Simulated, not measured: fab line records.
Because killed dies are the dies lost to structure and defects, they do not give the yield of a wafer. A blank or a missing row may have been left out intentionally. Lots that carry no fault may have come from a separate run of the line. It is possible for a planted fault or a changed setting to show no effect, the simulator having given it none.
What tool caused it? || flow gf180mcu || 18 wafers from 6 lots sampled at 5 of the route's 602 steps

WHAT THE GAUGES SHOWED, per wafer
GF_V1_THK_MEAS_01.
{"lot": "L736", "measured": "day 17 19:16", "on": "film_metro-02", "V1_CVD_00_THK (nm)": "596 608 602"}
{"lot": "L738", "measured": "day 18 19:53", "on": "film_metro-02", "V1_CVD_00_THK (nm)": "604 607 613"}
{"lot": "L742", "measured": "day 20 04:59", "on": "film_metro-03", "V1_CVD_00_THK (nm)": "604 603 599"}
{"lot": "L744", "measured": "day 20 15:36", "on": "film_metro-03", "V1_CVD_00_THK (nm)": "606 605 603"}
{"lot": "L747", "measured": "day 21 21:55", "on": "film_metro-03", "V1_CVD_00_THK (nm)": "600 596 598"}
{"lot": "L749", "measured": "day 22 14:57", "on": "film_metro-02", "V1_CVD_00_THK (nm)": "304 300 300 304 300 300"}

WHICH TOOL RAN EACH LOT (tool, then ch and the chambers of the sampled wafers, then the start)
{"lot": "L736", "GF_CONTACT_ETCH_16": "rie_diel-01 ch 2,3, day 16 18:11", "GF_CONTACT_SPUTTER_22": "pvd_sputter-04, day 16 18:40", "GF_CONTACT_SPUTTER_23": "pvd_sputter-04, day 16 18:43", "GF_V1_CVD_00": "hdpcvd-01 ch 0,1,2, day 17 19:11"}
{"lot": "L738", "GF_CONTACT_ETCH_16": "rie_diel-03 ch 0,1,2, day 17 18:13", "GF_CONTACT_SPUTTER_22": "pvd_sputter-02, day 17 18:42", "GF_CONTACT_SPUTTER_23": "pvd_sputter-02, day 17 18:46", "GF_V1_CVD_00": "hdpcvd-01 ch 0,1,2, day 18 19:48"}
{"lot": "L742", "GF_CONTACT_ETCH_16": "rie_diel-03 ch 1,2,3, day 19 03:16", "GF_CONTACT_SPUTTER_22": "pvd_sputter-03, day 19 03:44", "GF_CONTACT_SPUTTER_23": "pvd_sputter-03, day 19 03:48", "GF_V1_CVD_00": "hdpcvd-02 ch 0,2, day 20 04:55"}
{"lot": "L744", "GF_CONTACT_ETCH_16": "rie_diel-01 ch 1,2, day 19 13:37", "GF_CONTACT_SPUTTER_22": "pvd_sputter-04, day 19 14:05", "GF_CONTACT_SPUTTER_23": "pvd_sputter-04, day 19 14:09", "GF_V1_CVD_00": "hdpcvd-02 ch 0,2, day 20 15:31"}
{"lot": "L747", "GF_CONTACT_ETCH_16": "rie_diel-01 ch 1,2,3, day 20 20:13", "GF_CONTACT_SPUTTER_22": "pvd_sputter-03, day 20 20:42", "GF_CONTACT_SPUTTER_23": "pvd_sputter-03, day 20 20:46", "GF_V1_CVD_00": "hdpcvd-01 ch 0,1, day 21 21:51"}
{"lot": "L749", "GF_CONTACT_ETCH_16": "rie_diel-01 ch 0,2,3, day 21 13:49", "GF_CONTACT_SPUTTER_22": "pvd_sputter-03, day 21 14:17", "GF_CONTACT_SPUTTER_23": "pvd_sputter-03, day 21 14:20", "GF_V1_CVD_00": "hdpcvd-01 ch 0,1, day 22 14:53"}
- GF_CONTACT_ETCH_16: etches BARC in N2/H2.
- GF_CONTACT_SPUTTER_22: material Ti, target thk 15 nm, time 80.02 s.
- GF_CONTACT_SPUTTER_23: material TiN, target thk 10 nm, time 40 s.
- GF_V1_CVD_00: deposits SiO2, target thk 600 nm, time 100 s.

THE ANSWER, worked out from the rows above alone
Rule: usual is defined by the lots themselves. Put in order of their means at a reading, lots are off if they are a third of the lots or fewer, leave a main group of 4 or more, and stand apart from it by a gap of 3 or more times the standard deviation of the main group's means; of several such gaps the widest counts. If all means in a main group match to the digits the tables above print for the reading, that group is not used. Also off: a lot with no number at a reading for which 4 or more lots have one. All remaining lots with rows at the step are treated as sound.
Off: L749, seen at GF_V1_THK_MEAS_01 (V1_CVD_00_THK). For the main group the mean is 603 nm and the standard deviation 3.3.
A tool fits if, at a process step before that reading, it ran every lot that is off, and no sound lot after the first of them. The gauges at GF_V1_THK_MEAS_01 are tried like those tools. Can't be told from this: 4 tools fit, rie_diel-01 at GF_CONTACT_ETCH_16, pvd_sputter-03 at GF_CONTACT_SPUTTER_22 and GF_CONTACT_SPUTTER_23, hdpcvd-01 at GF_V1_CVD_00, film_metro-02 at GF_V1_THK_MEAS_01.

WHAT THE SIMULATOR PUT IN
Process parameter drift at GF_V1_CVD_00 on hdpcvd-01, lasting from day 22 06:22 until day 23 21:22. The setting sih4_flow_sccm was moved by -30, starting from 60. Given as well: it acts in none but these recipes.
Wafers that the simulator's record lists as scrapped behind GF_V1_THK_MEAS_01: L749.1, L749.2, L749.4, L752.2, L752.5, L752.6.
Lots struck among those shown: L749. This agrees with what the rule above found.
